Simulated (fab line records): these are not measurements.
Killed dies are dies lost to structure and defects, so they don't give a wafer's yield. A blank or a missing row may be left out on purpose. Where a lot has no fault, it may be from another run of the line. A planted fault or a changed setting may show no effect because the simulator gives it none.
fab line records + flow sky130
record:
- lots: 6
- wafers: 18
- last_day: 50
route steps=708 shown POLY_GATE@234 LDD_N@237 PAD_OPEN@708
lots untouched by any fault: they come from a run of this same line in which no faults occurred
start_h: start of the lot's first displayed wafer, in hours after the record's first day + wait_h: how many hours have passed since the lot's step before this one + " the same as in the row above + L1.1+2: a single row standing in for several wafers + - either no value or no given start + * or withheld: withheld + < > ~ a bound
route shown NAME@n: NAME is a module with steps in the file, n the number in the route of the first one + usual: average and standard deviation across the fault-free wafers + same: alike in all rows + chamber/n: place in a boat + sites: readings site by site + _std_site: the standard deviation of these + _edge_site: mean of outer sites minus mean of inner sites + radius_mm: how far each site lies from the wafer's centre + mask NAME#n: copy n + behind: the most recent tool/chamber to have shaped the wafer + hold: reason for holding the lot/hours on hold/outcome of the hold + device: names the non-switching transistor (n, p or np) + end of line: the route-end tests of the same wafers + a step with no rows: only its recipe + killed: dies lost to structure and defects at the first sort, not the wafer's yield + map: dies across one wafer; x = killed, . = not, _ = none there
set.NAME: the setting the step ran with; set.NAME@STEP: the setting that earlier step ran with + model.NAME: the simulator's own value behind a step, which no gauge read
lots seen at some steps along the route; tables by step, rows by wafer
services: from which hour (start_h, from the record's first day; less than 0 if before it) a tool's chamber was out of use, for how many hours, and why
== steps ==
step: SKY_POLY_GATE_OXIDATION_20
recipe:
- temp_c: 850
- ambient: O2
- stabilise_s: 600
- purge_s: 300
- target_thk_a: 40
- ox_time_s: 899
step: SKY_POLY_GATE_THK_MEAS_21
recipe:
- reads: SiO2_of_POLY_GATE_OXIDATION_20
usual:
- POLY_GATE_OXIDATION_THK: 3.96/0.087
| lot.wafer | tool          | chamber | start_h | wait_h | POLY_GATE_OXIDATION_THK[nm] |
|-----------|---------------|---------|---------|--------|-----------------------------|
| L405.1    | film_metro-03 | -       | 396.37  | 0.0    | 3.86                        |
| L405.4    | "             | -       | "       | "      | 3.82                        |
| L405.6    | "             | -       | "       | "      | 3.87                        |
| L418.1    | film_metro-02 | -       | 520.21  | 0.0    | 4.06                        |
| L418.3    | "             | -       | "       | "      | 4.05                        |
| L418.5    | "             | -       | "       | "      | 4.06                        |
| L419.2    | film_metro-02 | -       | 553.01  | 0.0    | 4.06                        |
| L419.3    | "             | -       | "       | "      | 4.07                        |
| L419.4    | "             | -       | "       | "      | 3.99                        |
| L420.1    | film_metro-02 | -       | 557.27  | 0.0    | 3.89                        |
| L420.4    | "             | -       | "       | "      | 3.84                        |
| L420.5    | "             | -       | "       | "      | 3.80                        |
| L423.1    | film_metro-03 | -       | 557.33  | 0.1    | 3.94                        |
| L423.2    | "             | -       | "       | "      | 3.98                        |
| L423.6    | "             | -       | "       | "      | 4.00                        |
| L425.1    | film_metro-03 | -       | 586.43  | 0.0    | 4.00                        |
| L425.2    | "             | -       | "       | "      | 4.03                        |
| L425.3    | "             | -       | "       | "      | 4.04                        |
step: SKY_POLY_GATE_CD_MEAS_22
usual:
- cd_nm: 150.2/1.9
| lot.wafer | tool      | chamber | start_h | wait_h | cd_nm |
|-----------|-----------|---------|---------|--------|-------|
| L405.1    | cd_sem-02 | -       | 396.43  | 0.1    | 151.9 |
| L405.4    | "         | -       | "       | "      | 149.8 |
| L405.6    | "         | -       | "       | "      | 151.1 |
| L418.1    | cd_sem-02 | -       | 520.27  | 0.1    | 150.4 |
| L418.3    | "         | -       | "       | "      | 150.1 |
| L418.5    | "         | -       | "       | "      | 149.9 |
| L419.2    | cd_sem-01 | -       | 553.09  | 0.1    | 149.9 |
| L419.3    | "         | -       | "       | "      | 152.4 |
| L419.4    | "         | -       | "       | "      | 151.1 |
| L420.1    | cd_sem-01 | -       | 557.33  | 0.1    | 148.5 |
| L420.4    | "         | -       | "       | "      | 149.0 |
| L420.5    | "         | -       | "       | "      | 152.1 |
| L423.1    | cd_sem-02 | -       | 557.50  | 0.2    | 150.8 |
| L423.2    | "         | -       | "       | "      | 155.2 |
| L423.6    | "         | -       | "       | "      | 152.9 |
| L425.1    | cd_sem-01 | -       | 586.49  | 0.1    | 152.5 |
| L425.2    | "         | -       | "       | "      | 147.4 |
| L425.3    | "         | -       | "       | "      | 147.9 |
step: SKY_LDD_N_DEHYDRATE_00
recipe:
- temp_c: 200
- time_s: 60
step: SKY_LDD_N_HMDS_01
recipe:
- prime_time_s: 60
- prime_temp_c: 120
step: SKY_LDD_N_COAT_02
recipe:
- resist: NOVOLAK
- spin_rpm: 3000
- resist_thk_nm: 300
step: SKY_LDD_N_SOFTBAKE_03
recipe:
- temp_c: 90
- time_s: 60
- resist: NOVOLAK
step: SKY_LDD_N_EXPOSE_04
recipe:
- mask_id: NTM
- target_cd_nm: 840
- na: 0.6
- source_shape: conventional
- sigma_outer: 0.6
- dose_mj: 110
step: SKY_LDD_N_PEB_05
recipe:
- temp_c: withheld
- time_s: *
- resist: NOVOLAK
step: SKY_LDD_N_DEVELOP_06
recipe:
- develop_time_s: 60
- dev_temp_c: 23
step: SKY_LDD_N_OVL_MEAS_07
usual:
- LDD_N_OVL: -0.2/1.4
| lot.wafer | tool       | chamber | start_h | wait_h | LDD_N_OVL[nm] |
|-----------|------------|---------|---------|--------|---------------|
| L405.1    | overlay-02 | -       | 426.53  | 0.1    | 0.2           |
| L405.4    | "          | -       | "       | "      | 1.2           |
| L405.6    | "          | -       | "       | "      | 0.8           |
| L418.1    | overlay-02 | -       | 550.33  | 0.1    | 1.0           |
| L418.3    | "          | -       | "       | "      | 1.2           |
| L418.5    | "          | -       | "       | "      | 0.5           |
| L419.2    | overlay-02 | -       | 582.99  | 0.1    | 0.0           |
| L419.3    | "          | -       | "       | "      | 0.3           |
| L419.4    | "          | -       | "       | "      | -1.3          |
| L420.1    | overlay-02 | -       | 586.99  | 0.1    | 1.3           |
| L420.4    | "          | -       | "       | "      | -0.4          |
| L420.5    | "          | -       | "       | "      | 0.9           |
| L423.1    | overlay-02 | -       | 587.33  | 0.1    | -0.8          |
| L423.2    | "          | -       | "       | "      | 0.0           |
| L423.6    | "          | -       | "       | "      | 2.0           |
| L425.1    | overlay-01 | -       | 615.88  | 0.1    | -1.6          |
| L425.2    | "          | -       | "       | "      | -2.4          |
| L425.3    | "          | -       | "       | "      | -0.8          |
step: SKY_LDD_N_IMPLANT_08
recipe:
- species: As
- energy_kev: 20
- dose_cm2: 7.5e+13
- tilt_deg: withheld
- rotation_deg: 23
step: SKY_LDD_N_IMPLANT_09
recipe:
- species: As
- energy_kev: 20
- dose_cm2: 7.5e+13
- tilt_deg: withheld
- rotation_deg: 113
usual:
- beam_on_s: 10.02/0.2
- dose_ions_cm2: 7.5e+13/8.2e+10
- faraday_current_uA: 422/8.5
| lot.wafer | tool         | chamber | start_h | wait_h | beam_on_s | dose_ions_cm2 | faraday_current_uA |
|-----------|--------------|---------|---------|--------|-----------|---------------|--------------------|
| L405.1    | implanter-04 | 0       | 426.72  | 0.1    | 10.15     | 7.511e+13     | 417                |
| L405.4    | "            | 0       | "       | "      | 10.12     | 7.498e+13     | 415                |
| L405.6    | "            | 0       | "       | "      | 9.97      | 7.491e+13     | 425                |
| L418.1    | implanter-02 | 0       | 550.62  | 0.1    | 9.96      | 7.511e+13     | 425                |
| L418.3    | "            | 0       | "       | "      | 9.81      | 7.495e+13     | 430                |
| L418.5    | "            | 0       | "       | "      | 10.05     | 7.508e+13     | 421                |
| L419.2    | implanter-02 | 0       | 583.20  | 0.1    | 17.63     | 1.4604e+14    | 466                |
| L419.3    | "            | 0       | "       | "      | 17.32     | 1.4607e+14    | 475                |
| L419.4    | "            | 0       | "       | "      | 17.54     | 1.4609e+14    | 470                |
| L420.1    | implanter-02 | 0       | 587.17  | 0.1    | 17.27     | 1.4595e+14    | 475                |
| L420.4    | "            | 0       | "       | "      | 17.95     | 1.4609e+14    | 458                |
| L420.5    | "            | 0       | "       | "      | 17.72     | 1.4589e+14    | 464                |
| L423.1    | implanter-04 | 0       | 587.52  | 0.1    | 9.96      | 7.497e+13     | 422                |
| L423.2    | "            | 0       | "       | "      | 9.85      | 7.507e+13     | 430                |
| L423.6    | "            | 0       | "       | "      | 10.25     | 7.485e+13     | 412                |
| L425.1    | implanter-01 | 0       | 616.07  | 0.1    | 9.96      | 7.496e+13     | 425                |
| L425.2    | "            | 0       | "       | "      | 9.96      | 7.5e+13       | 425                |
| L425.3    | "            | 0       | "       | "      | 10.19     | 7.502e+13     | 414                |
step: SKY_LDD_N_IMPLANT_10
recipe:
- species: As
- energy_kev: 20
- dose_cm2: 7.5e+13
- tilt_deg: withheld
- rotation_deg: 203
step: SKY_LDD_N_IMPLANT_11
recipe:
- species: As
- energy_kev: 20
- dose_cm2: 7.5e+13
- tilt_deg: withheld
- rotation_deg: 293
step: SKY_LDD_N_IMPLANT_12
recipe:
- species: BF2
- energy_kev: 50
- dose_cm2: 5e+12
- tilt_deg: 30
- rotation_deg: 0
step: SKY_LDD_N_IMPLANT_13
recipe:
- species: BF2
- energy_kev: 50
- dose_cm2: 5e+12
- tilt_deg: 30
- rotation_deg: 90
step: SKY_LDD_N_IMPLANT_14
recipe:
- species: BF2
- energy_kev: 50
- dose_cm2: 5e+12
- tilt_deg: 30
- rotation_deg: 180
step: SKY_LDD_N_IMPLANT_15
recipe:
- species: BF2
- energy_kev: 50
- dose_cm2: 5e+12
- tilt_deg: 30
- rotation_deg: 270
step: SKY_LDD_N_STRIP_16
recipe:
- chemistry: O2/N2
- power_w: 1400
- pressure_mtorr: 1500
- platen_temp_c: withheld
- o2_flow_sccm: 3000
- n2_flow_sccm: 300
- overash_fraction: 0.5
usual:
- chamber_pressure_mTorr: 1500.2/1.3
- drypump_motor_current_A: 5.9/0.37
- o2_flow_sccm: 2999/9.8
- oes_product_au: 0.407/0.005
- strip_time_to_endpoint_s: 4.316/0.016
| lot.wafer | tool            | chamber | start_h | wait_h | chamber_pressure_mTorr | drypump_motor_current_A | o2_flow_sccm | oes_product_au | rf_hours_counter_h | strip_time_to_endpoint_s |
|-----------|-----------------|---------|---------|--------|------------------------|-------------------------|--------------|----------------|--------------------|--------------------------|
| L405.1    | plasma_asher-01 | 0       | 427.77  | 0.1    | 1499.7                 | 5.7                     | 2994         | 0.410          | 76                 | 4.322                    |
| L405.4    | "               | 0       | "       | "      | 1501.0                 | 5.7                     | 2979         | 0.409          | -                  | 4.311                    |
| L405.6    | "               | 0       | "       | "      | 1499.3                 | 5.7                     | 2980         | 0.402          | -                  | 4.298                    |
| L418.1    | plasma_asher-01 | 1       | 551.67  | 0.1    | 1499.3                 | 6.6                     | 2989         | 0.410          | 84                 | 4.329                    |
| L418.3    | "               | 0       | "       | "      | 1498.2                 | 5.7                     | 2999         | 0.406          | -                  | 4.314                    |
| L418.5    | "               | 1       | "       | "      | 1500.9                 | 6.6                     | 2993         | 0.415          | -                  | 4.321                    |
| L419.2    | plasma_asher-04 | 0       | 584.22  | 0.1    | 1500.3                 | 5.7                     | 2986         | 0.406          | 78                 | 4.538                    |
| L419.3    | "               | 0       | "       | "      | 1499.3                 | 5.8                     | 2994         | 0.401          | -                  | 4.512                    |
| L419.4    | "               | 1       | "       | "      | 1499.6                 | 6.1                     | 3011         | 0.409          | -                  | 4.545                    |
| L420.1    | plasma_asher-01 | 1       | 588.22  | 0.1    | 1501.8                 | 6.6                     | 2988         | 0.409          | 88                 | 4.521                    |
| L420.4    | "               | 1       | "       | "      | 1500.4                 | 6.6                     | 3009         | 0.414          | -                  | 4.524                    |
| L420.5    | "               | 1       | "       | "      | 1501.6                 | 6.6                     | 2992         | 0.409          | -                  | 4.537                    |
| L423.1    | plasma_asher-01 | 1       | 588.57  | 0.1    | 1501.3                 | 6.5                     | 2995         | 0.410          | 88                 | 4.330                    |
| L423.2    | "               | 0       | "       | "      | 1500.6                 | 5.7                     | 3003         | 0.411          | 88                 | 4.329                    |
| L423.6    | "               | 0       | "       | "      | 1500.0                 | 5.8                     | 2989         | 0.415          | -                  | 4.311                    |
| L425.1    | plasma_asher-03 | 1       | 617.12  | 0.1    | 1498.1                 | 5.7                     | 2995         | 0.410          | 21                 | 4.321                    |
| L425.2    | "               | 0       | "       | "      | 1501.1                 | 5.3                     | 2976         | 0.407          | 21                 | 4.319                    |
| L425.3    | "               | 1       | "       | "      | 1499.5                 | 5.7                     | 3011         | 0.409          | -                  | 4.328                    |
step: SKY_LDD_N_TW_MEAS_17
usual:
- LDD_N_TW: 2589/12
| lot.wafer | tool          | chamber | start_h | wait_h | hold                     | LDD_N_TW |
|-----------|---------------|---------|---------|--------|--------------------------|----------|
| L405.1    | film_metro-01 | -       | 427.87  | 0.1    | -                        | 2592     |
| L405.4    | "             | -       | "       | "      | -                        | 2572     |
| L405.6    | "             | -       | "       | "      | -                        | 2584     |
| L418.1    | film_metro-01 | -       | 551.79  | 0.1    | -                        | 2584     |
| L418.3    | "             | -       | "       | "      | -                        | 2592     |
| L418.5    | "             | -       | "       | "      | -                        | 2597     |
| L419.2    | film_metro-04 | -       | 584.33  | 0.1    | await_dispo/0.2h/release | 2700     |
| L419.3    | "             | -       | "       | "      | await_dispo/0.2h/release | 2714     |
| L419.4    | "             | -       | "       | "      | await_dispo/0.2h/release | 2716     |
| L419.2    | film_metro-04 | -       | 584.56  | 0.2    | -                        | 2686     |
| L419.3    | "             | -       | "       | "      | -                        | 2696     |
| L419.4    | "             | -       | "       | "      | -                        | 2694     |
| L420.1    | film_metro-01 | -       | 588.32  | 0.1    | await_dispo/0.2h/release | 2676     |
| L420.4    | "             | -       | "       | "      | await_dispo/0.2h/release | 2680     |
| L420.5    | "             | -       | "       | "      | await_dispo/0.2h/release | 2679     |
| L420.1    | film_metro-01 | -       | 588.55  | 0.2    | -                        | 2679     |
| L420.4    | "             | -       | "       | "      | -                        | 2668     |
| L420.5    | "             | -       | "       | "      | -                        | 2677     |
| L423.1    | film_metro-02 | -       | 588.67  | 0.1    | -                        | 2574     |
| L423.2    | "             | -       | "       | "      | -                        | 2569     |
| L423.6    | "             | -       | "       | "      | -                        | 2565     |
| L425.1    | film_metro-04 | -       | 617.22  | 0.1    | -                        | 2597     |
| L425.2    | "             | -       | "       | "      | -                        | 2610     |
| L425.3    | "             | -       | "       | "      | -                        | 2604     |
step: SKY_PAD_OPEN_PROBE_99
usual:
- killed_at_M0_to_M3: 43/6.9
- killed_at_M4_up: 3.1/1.9
- killed_at_contacts: 24/5.4
- killed_at_front_end: 14/4.3
- killed_at_other: 0.3/0.53
- killed_dies: 84/9.5
- killed_open: 46/6.8
- killed_short: 38/6
same:
- gross_dies: 492
- killed_at_back_side: 0
| lot.wafer | tool      | chamber | start_h | wait_h | killed_at_M0_to_M3 | killed_at_M4_up | killed_at_contacts | killed_at_front_end | killed_at_other | killed_dies | killed_open | killed_short | model.etest.tip_n.rs_ohm_sq | model.etest.nfet_01v8_swapped.vt_sat_v |
|-----------|-----------|---------|---------|--------|--------------------|-----------------|--------------------|---------------------|-----------------|-------------|-------------|--------------|-----------------------------|----------------------------------------|
| L405.1    | prober-01 | -       | 1096.40 | 0.1    | 41                 | 2               | 15                 | 21                  | 0               | 79          | 39          | 40           | 443.2                       | 0.6607                                 |
| L405.4    | prober-01 | -       | 1096.55 | 0.2    | 50                 | 1               | 29                 | 10                  | 1               | 91          | 49          | 42           | 440.1                       | 0.6617                                 |
| L405.6    | prober-01 | -       | 1096.65 | 0.2    | 38                 | 5               | 14                 | 17                  | 0               | 74          | 38          | 36           | 441.6                       | 0.6523                                 |
| L418.1    | prober-02 | -       | 1168.81 | 0.1    | 33                 | 5               | 25                 | 14                  | 0               | 77          | 36          | 41           | 443.4                       | 0.6564                                 |
| L418.3    | prober-02 | -       | 1168.91 | 0.2    | 40                 | 3               | 23                 | 12                  | 0               | 78          | 50          | 28           | 445.8                       | 0.652                                  |
| L418.5    | prober-02 | -       | 1169.01 | 0.2    | 42                 | 1               | 26                 | 6                   | 0               | 75          | 50          | 25           | 443.1                       | 0.6583                                 |
| L419.2    | prober-01 | -       | 1192.99 | 0.1    | 49                 | 2               | 23                 | 13                  | 0               | 87          | 49          | 38           | 388.9                       | 0.6303                                 |
| L419.3    | prober-01 | -       | 1193.04 | 0.2    | 41                 | 3               | 16                 | 9                   | 0               | 69          | 48          | 21           | 387.1                       | 0.6331                                 |
| L419.4    | prober-01 | -       | 1193.09 | 0.2    | 47                 | 3               | 39                 | 7                   | 0               | 96          | 60          | 36           | 387.8                       | 0.6404                                 |
| L420.1    | prober-02 | -       | 1193.74 | 0.1    | 44                 | 2               | 19                 | 8                   | 0               | 73          | 40          | 32           | 388.2                       | 0.6395                                 |
| L420.4    | prober-02 | -       | 1193.89 | 0.2    | 37                 | 5               | 19                 | 11                  | 0               | 72          | 39          | 32           | 387.8                       | 0.6435                                 |
| L420.5    | prober-02 | -       | 1193.94 | 0.2    | 40                 | 2               | 16                 | 20                  | 0               | 78          | 39          | 38           | 388.2                       | 0.6489                                 |
| L423.1    | prober-02 | -       | 1195.74 | 0.1    | 43                 | 5               | 14                 | 15                  | 0               | 77          | 44          | 33           | 446.5                       | 0.6649                                 |
| L423.2    | prober-02 | -       | 1195.79 | 0.1    | 49                 | 6               | 13                 | 15                  | 0               | 83          | 35          | 48           | 443.8                       | 0.6552                                 |
| L423.6    | prober-02 | -       | 1195.99 | 0.2    | 40                 | 4               | 20                 | 10                  | 0               | 74          | 35          | 39           | 442.3                       | 0.663                                  |
| L425.1    | prober-02 | -       | 1211.25 | 0.1    | 44                 | 3               | 19                 | 12                  | 1               | 79          | 41          | 37           | 439                         | 0.6585                                 |
| L425.2    | prober-02 | -       | 1211.30 | 0.1    | 53                 | 5               | 15                 | 13                  | 0               | 86          | 46          | 40           | 438.4                       | 0.6523                                 |
| L425.3    | prober-02 | -       | 1211.35 | 0.2    | 40                 | 2               | 26                 | 9                   | 0               | 77          | 45          | 32           | 438.8                       | 0.6564                                 |
killed by level:class
L405.1 FIELD_ISO:geometric_particle:short=7 LI_CONTACT:geometric_particle:open=7 VIA2:geometric_particle:open=7 FIELD_ISO:geometric_particle:open=6 VIA1:geometric_particle:open=5 METAL2:geometric_particle:short=5 VIA2:geometric_particle:short=5 VIA3:geometric_particle:open=5
L405.4 CONTACT:geometric_particle:open=10 VIA2:geometric_particle:open=8 LOCAL_INTERCONNECT:geometric_particle:short=8 METAL2:geometric_particle:short=8 VIA3:geometric_particle:open=8 LI_CONTACT:geometric_particle:open=7 METAL1:geometric_particle:short=5 VIA1:geometric_particle:open=5
L405.6 VIA1:geometric_particle:open=9 VIA2:geometric_particle:open=6 FIELD_ISO:geometric_particle:open=4 METAL4:geometric_particle:short=4 POLY_GATE:geometric_particle:short=4 METAL1:geometric_particle:short=4 VIA3:geometric_particle:short=4 VIA3:geometric_particle:open=4
L418.1 CONTACT:geometric_particle:open=9 LI_CONTACT:geometric_particle:open=7 POLY_GATE:geometric_particle:short=6 VIA1:geometric_particle:open=6 VIA2:geometric_particle:short=6 METAL1:geometric_particle:short=5 VIA2:geometric_particle:open=5 LOCAL_INTERCONNECT:geometric_particle:short=4
L418.3 VIA1:geometric_particle:open=14 CONTACT:geometric_particle:open=10 FIELD_ISO:geometric_particle:open=7 VIA2:geometric_particle:open=6 LI_CONTACT:geometric_particle:short=5 LI_CONTACT:geometric_particle:open=4 VIA3:geometric_particle:open=4 FIELD_ISO:geometric_particle:short=3
L418.5 VIA1:geometric_particle:open=16 LI_CONTACT:geometric_particle:open=8 CONTACT:geometric_particle:open=8 VIA3:geometric_particle:open=6 VIA2:geometric_particle:open=6 CONTACT:geometric_particle:short=4 LI_CONTACT:geometric_particle:short=3 METAL1:geometric_particle:short=3
L419.2 VIA1:geometric_particle:open=16 CONTACT:geometric_particle:open=8 METAL1:geometric_particle:short=5 LI_CONTACT:geometric_particle:open=5 CONTACT:geometric_particle:short=5 METAL2:geometric_particle:short=5 LI_CONTACT:geometric_particle:short=4 VIA2:geometric_particle:open=4
L419.3 VIA1:geometric_particle:open=12 VIA3:geometric_particle:open=6 CONTACT:geometric_particle:open=6 VIA2:geometric_particle:open=6 METAL1:geometric_particle:short=5 FIELD_ISO:geometric_particle:open=4 LI_CONTACT:geometric_particle:open=4 METAL3:geometric_particle:open=3
L419.4 VIA1:geometric_particle:open=15 CONTACT:geometric_particle:open=13 LI_CONTACT:geometric_particle:open=12 LI_CONTACT:geometric_particle:short=6 VIA3:geometric_particle:open=6 CONTACT:geometric_particle:short=5 METAL1:geometric_particle:short=5 VIA2:geometric_particle:open=5
L420.1 VIA1:geometric_particle:open=9 CONTACT:geometric_particle:open=7 VIA2:geometric_particle:open=6 METAL3:geometric_particle:short=5 LI_CONTACT:geometric_particle:open=5 METAL1:geometric_particle:short=4 VIA2:geometric_particle:short=4 CONTACT:geometric_particle:short=3
L420.4 CONTACT:geometric_particle:open=6 VIA1:geometric_particle:open=6 VIA3:geometric_particle:open=6 METAL2:geometric_particle:short=5 LI_CONTACT:geometric_particle:open=5 POLY_GATE:geometric_particle:open=4 METAL1:geometric_particle:short=4 VIA1:geometric_particle:short=4
L420.5 VIA1:geometric_particle:open=8 CONTACT:geometric_particle:open=6 METAL1:geometric_particle:short=6 VIA3:geometric_particle:short=6 FIELD_ISO:geometric_particle:open=5 FIELD_ISO:geometric_particle:short=4 LI_CONTACT:geometric_particle:open=4 VIA2:geometric_particle:short=4
L423.1 VIA1:geometric_particle:open=11 VIA3:geometric_particle:open=8 FIELD_ISO:geometric_particle:short=7 CONTACT:geometric_particle:open=7 VIA1:geometric_particle:short=5 METAL1:geometric_particle:short=5 METAL4:geometric_particle:short=5 POLY_GATE:geometric_particle:open=4
L423.2 VIA3:geometric_particle:open=10 METAL2:geometric_particle:short=8 METAL1:geometric_particle:short=7 VIA1:geometric_particle:open=7 CONTACT:geometric_particle:short=5 FIELD_ISO:geometric_particle:short=4 VIA1:geometric_particle:short=4 VIA2:geometric_particle:short=4
L423.6 VIA1:geometric_particle:open=9 CONTACT:geometric_particle:open=8 VIA1:geometric_particle:short=8 VIA2:geometric_particle:open=5 VIA3:geometric_particle:open=4 CONTACT:geometric_particle:short=4 METAL1:geometric_particle:short=4 METAL2:geometric_particle:short=4
L425.1 VIA1:geometric_particle:open=11 VIA3:geometric_particle:open=9 CONTACT:geometric_particle:open=6 VIA2:geometric_particle:open=6 CONTACT:geometric_particle:short=5 FIELD_ISO:geometric_particle:short=4 POLY_GATE:geometric_particle:short=4 VIA3:geometric_particle:short=4
L425.2 VIA3:geometric_particle:open=13 VIA2:geometric_particle:open=9 VIA1:geometric_particle:open=8 METAL1:geometric_particle:short=6 METAL2:geometric_particle:short=5 CONTACT:geometric_particle:open=5 VIA3:geometric_particle:short=5 METAL4:geometric_particle:short=5
L425.3 LI_CONTACT:geometric_particle:open=9 VIA2:geometric_particle:open=8 VIA1:geometric_particle:open=8 CONTACT:geometric_particle:open=6 METAL2:geometric_particle:short=6 VIA3:geometric_particle:open=5 CONTACT:geometric_particle:short=5 METAL1:geometric_particle:short=4
== services ==
| tool            | chamber | start_h | hours | kind       |
|-----------------|---------|---------|-------|------------|
| implanter-02    | -       | 408.49  | 0.6   | repair     |
| implanter-04    | -       | 420.82  | 5.7   | repair     |
| plasma_asher-03 | -       | 421.25  | 9.0   | pm         |
| plasma_asher-03 | 0       | 421.25  | 9.0   | vent_cycle |
| plasma_asher-03 | 1       | 421.25  | 9.0   | vent_cycle |
| plasma_asher-03 | 0       | 430.25  | -     | clean      |
| plasma_asher-03 | 1       | 430.25  | -     | clean      |
| plasma_asher-01 | -       | 435.12  | 40.8  | repair     |
| implanter-04    | -       | 438.17  | 0.6   | repair     |
| implanter-02    | -       | 454.47  | 5.3   | pm         |
| plasma_asher-04 | -       | 467.00  | 0.3   | repair     |
| plasma_asher-03 | -       | 519.50  | 0.5   | repair     |
| plasma_asher-04 | -       | 532.02  | 2.8   | pm         |
| plasma_asher-01 | -       | 544.78  | 4.2   | repair     |
| plasma_asher-04 | -       | 562.29  | 14.6  | pm         |
| implanter-02    | -       | 563.97  | 3.8   | repair     |
| plasma_asher-04 | -       | 616.74  | 0.7   | repair     |
== key ==
first_sign:
- step: SKY_LDD_N_IMPLANT_09
- reading: dose_ions_cm2
- direction: up
- sigmas: 99+
- usual: *
- struck: *
effect:
- step: SKY_LDD_N_IMPLANT_09
- reading: beam_on_s
- direction: up
- sigmas: 37
- usual: 10.02
- struck: 17.57
effect:
- step: SKY_LDD_N_STRIP_16
- reading: strip_time_to_endpoint_s
- direction: up
- sigmas: 13
- usual: *
- struck: *
effect:
- step: SKY_LDD_N_TW_MEAS_17
- reading: visit
- direction: added
effect:
- step: SKY_LDD_N_TW_MEAS_17
- reading: LDD_N_TW
- direction: up
- sigmas: 8.7
- usual: 2589
- struck: 2694
model_effect:
- step: SKY_PAD_OPEN_PROBE_99
- value: etest.tip_n.rs_ohm_sq
- without: 439.9
- struck: 388
met_at SKY_LDD_N_IMPLANT_09
struck_wafers L419.2,L419.3,L419.4,L420.1,L420.4,L420.5
tester_left_out L419,L420
onset_between 550.62 583.20
fault:
- kind: process_parameter_drift
- tool: implanter-02
- chamber: -
- onset_h: 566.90
- steps: SKY_LDD_N_IMPLANT_09
- channel: dose_cm2
- offset: *
- shape: step
- end_h: 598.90
- acts_in: *
- stated: *
tester_left_out: of these lots the tester's yield and bins aren't shown, on N5 and GAA mostly nor the transistor test; their killed dies are dies lost to structure and defects alone, not to doping, threshold or leakage, so they don't give the yield
